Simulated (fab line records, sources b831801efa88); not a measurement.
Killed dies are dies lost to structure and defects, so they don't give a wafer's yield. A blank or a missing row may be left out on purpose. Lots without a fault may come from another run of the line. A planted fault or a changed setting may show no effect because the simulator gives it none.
Which tool did it? | flow sfq_line | 13 lots, 39 wafers sampled, at 2 steps of a route of 325

WHAT THE GAUGES READ, wafer by wafer
SFQ_M6_RS_MEAS_938: measures by four-point-probe. Usual: M6_NB_RS 0.893 ohm/sq, standard deviation 0.0097.
lot  | measured     | on            | M6_NB_RS (ohm/sq)                   | flag
L173 | day 53 03:04 | film_metro-03 | 0.885 0.880 0.879                   |
L174 | day 53 19:53 | film_metro-02 | 0.901 0.894 0.899                   |
L176 | day 55 06:50 | film_metro-03 | 0.891 0.882 0.887                   |
L177 | day 55 11:50 | film_metro-03 | 0.878 0.902 0.907                   |
L179 | day 56 01:20 | film_metro-02 | 0.873 0.884 0.882                   |
L181 | day 56 08:21 | film_metro-03 | 0.898 0.893 0.880                   |
L182 | day 56 16:09 | film_metro-04 | 0.905 0.883 0.886                   |
L185 | day 60 05:45 | film_metro-04 | 0.879 0.895 0.892                   |
L186 | day 60 06:59 | film_metro-03 | 0.896 0.892 0.892                   |
L190 | day 61 02:05 | film_metro-03 | 0.894 0.910 0.901                   |
L192 | day 62 16:04 | film_metro-04 | 0.897 0.898 0.886                   |
L194 | day 63 13:34 | film_metro-03 | 0.888 1.089 0.884 0.892 1.088 0.884 | OFF
L196 | day 65 06:37 | film_metro-02 | 0.883 0.892 0.881                   |

WHICH TOOL RAN EACH LOT (tool, then ch and the chambers of the sampled wafers, then the start)
lot  | SFQ_TRILAYER_M6_DEP_SPUTTER_157
L173 | pvd_sputter-05, day 53 02:56
L174 | pvd_sputter-06, day 53 19:44
L176 | pvd_sputter-03, day 55 06:44
L177 | pvd_sputter-05, day 55 11:45
L179 | pvd_sputter-03, day 56 01:14
L181 | pvd_sputter-03, day 56 08:16
L182 | pvd_sputter-05, day 56 16:04
L185 | pvd_sputter-06, day 60 05:40
L186 | pvd_sputter-05, day 60 06:52
L190 | pvd_sputter-05, day 61 01:59
L192 | pvd_sputter-03, day 62 15:57
L194 | pvd_sputter-03, day 63 13:29
L196 | pvd_sputter-05, day 65 06:31
- SFQ_TRILAYER_M6_DEP_SPUTTER_157: material Nb, target thk 200 nm, time 133.3 s.

WHAT THE TOOLS THEMSELVES READ (means of the sampled wafers that have a number; where no wafer has one, the mark that the record gives instead)
SFQ_TRILAYER_M6_DEP_SPUTTER_157. Usual: base_pressure_pa 1.33e-06 Pa, standard deviation 1e-07; cathode_dc_power_W 2000.0 W, standard deviation 0.37; throttle_valve_pct 30.4 %, standard deviation 1.
lot  | tool           | base_pressure_pa (Pa) | cathode_dc_power_W (W) | throttle_valve_pct (%) | flag
L173 | pvd_sputter-05 | 1.43e-06              | 1999.6                 | 30.2                   |
L174 | pvd_sputter-06 | 1.28e-06              | 2000.0                 | 32.0                   |
L176 | pvd_sputter-03 | 1.31e-06              | 2000.4                 | 29.6                   |
L177 | pvd_sputter-05 | 1.36e-06              | 2000.1                 | 30.3                   |
L179 | pvd_sputter-03 | 1.31e-06              | 2000.0                 | 29.8                   |
L181 | pvd_sputter-03 | 1.34e-06              | 1999.8                 | 29.6                   |
L182 | pvd_sputter-05 | 1.43e-06              | 1999.9                 | 30.3                   |
L185 | pvd_sputter-06 | 1.30e-06              | 1999.3                 | 31.1                   |
L186 | pvd_sputter-05 | 1.27e-06              | 2000.1                 | 30.3                   |
L190 | pvd_sputter-05 | 1.36e-06              | 2000.0                 | 30.5                   |
L192 | pvd_sputter-03 | 1.38e-06              | 1999.8                 | 29.2                   |
L194 | pvd_sputter-03 | 1.32e-06              | 1867.1                 | 29.2                   | OFF
L196 | pvd_sputter-05 | 1.41e-06              | 2000.0                 | 30.4                   |

THE ANSWER, worked out from the rows above alone
Rule: a lot is off if the mean of its wafers that have a number lies more than 3 standard deviations from the usual mean. A lot without any number at a reading at which 4 lots or more have one is off too. The other lots that the step has rows for count as sound. The gauges are gone through in route order, then the tools' own readings, and for those a lot's mean is taken as printed above. The first step at which some lot is off is used, and at that step the reading that is off furthest; a lot without a number counts as furthest.
Off: L194, at SFQ_M6_RS_MEAS_938 (M6_NB_RS).
A tool fits if, at a process step before that reading, it ran every lot that is off, and no sound lot after the first of them. The gauges at SFQ_M6_RS_MEAS_938 aren't tried: what is off there is off at SFQ_TRILAYER_M6_DEP_SPUTTER_157 too, on other tools, and a gauge's error can't cause that. One fits: pvd_sputter-03 at SFQ_TRILAYER_M6_DEP_SPUTTER_157. Its last sound lot is L192 (day 62 15:57), its first lot that is off L194 (day 63 13:29): a fault that began between those two fits.
The tool's own readings at SFQ_TRILAYER_M6_DEP_SPUTTER_157 bear it out: on the lots that are off they differ by more than 5 times the standard deviation of the sound lots' means. cathode_dc_power_W reads 1867.1 W there against 1999.9 W on the sound lots.

WHAT THE SIMULATOR HAD PUT IN
Process parameter drift: pvd_sputter-03, from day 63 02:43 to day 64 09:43, at SFQ_TRILAYER_M6_DEP_SPUTTER_157. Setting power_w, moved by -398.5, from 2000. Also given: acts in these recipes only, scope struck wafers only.
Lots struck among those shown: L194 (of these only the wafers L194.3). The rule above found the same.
